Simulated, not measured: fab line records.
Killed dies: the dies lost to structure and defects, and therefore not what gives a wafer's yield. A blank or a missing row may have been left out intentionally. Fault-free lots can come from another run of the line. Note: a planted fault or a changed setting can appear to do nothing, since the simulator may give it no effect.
2 desks, one fault -- flow sky130 -- each desk holds nothing but its own numbers, with what lay behind them at the end

== TOOL OWNER'S DESK, rieSi-01 ==
The tool's own readings at SKY_FIELD_ISO_ETCH_17 (etches Si in HBr/Cl2/O2, target depth 342 nm, time 97.7 s): means of the sampled wafers that have a number, for each lot that ran on this tool. The brackets show how far a lot's mean lies from the usual mean; more than 4 standard deviations puts the lot out of limits, marked OUT.
Columns: A = drypumpMotorCurrentA at SKY_FIELD_ISO_ETCH_17, usual 5.6 A; B = oesProductAu at SKY_FIELD_ISO_ETCH_17, usual 1.002 a.u.; C = runLengthS at SKY_FIELD_ISO_ETCH_17, usual 126.1 s; D = throttleValvePct at SKY_FIELD_ISO_ETCH_17, usual 25.653 %
lot,first seen here,A,B,C,D
L143,day 2 04:17,5.6,1.007,126.0,25.644
L147,day 2 12:06,5.9,0.999,126.1,25.650
L149,day 3 16:10,5.5,0.992,126.1,25.657
L151,day 4 00:04,5.9,1.008,126.1,25.645
L156,day 5 02:49,5.9,1.001,127.9 (+4.5) OUT,25.663
L158,day 5 12:41,5.4,1.000,128.6 (+6.1) OUT,25.651
Finding of this desk: L156, L158 out of limits; the first was L156 at day 5 02:49, on runLengthS at SKY_FIELD_ISO_ETCH_17. L143, L147, L149, L151 stayed within limits.

== FROM THE METROLOGY DESK ==
What the gauges read for every lot (on any tool): the sampled wafers with a number, averaged. The brackets show how far a lot's mean lies from the usual mean; more than 4 standard deviations puts the lot out of limits, marked OUT.
Columns: A = VT_ADJUST_HVTP_OVL at SKY_VT_ADJUST_HVTP_OVL_MEAS_08, usual -0.5 nm; B = LDD_HVP_OVL at SKY_LDD_HVP_OVL_MEAS_07, usual -0.9 nm
lot,first seen here,A,B
L143,day 4 20:47,-1.5,-0.5
L144,day 6 01:41,0.7,-0.3
L146,day 6 17:31,-0.7,-2.4
L147,day 6 18:50,-1.8,-0.3
L148,day 7 11:38,-0.2,-0.9
L149,day 7 18:17,0.5,-0.9
L150,day 8 01:11,-1.1,-3.5
L151,day 8 06:53,-1.4,-1.1
L152,day 8 14:59,-1.8,1.3
L154,day 9 02:17,0.5,-1.1
L156,day 9 14:08,-1.0,-3.3
L158,day 10 03:26,0.9,-1.2
L164,day 12 15:05,-1.7,-1.5
Result from this desk: across the 13 lots, nothing is out of limits.

== BROUGHT TOGETHER ==
The tool owner's desk had the chance to raise an alarm at day 5 02:49 on L156, L158.
At the metrology desk, nothing out of limits was observed.
The metrology desk holds a record of L156, L158, inside its limits.
SKY_FIELD_ISO_ETCH_17 was run on rieSi-01 by each of the lots named.

== WHAT THE SIMULATOR PUT IN ==
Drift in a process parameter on rieSi-01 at SKY_FIELD_ISO_ETCH_17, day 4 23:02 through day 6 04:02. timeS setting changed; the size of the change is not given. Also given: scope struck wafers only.
Shown lots that were struck: L156, L158.
Time in hours from fault onset to the first out-of-limits reading at each desk: the tool owner's desk, 4.
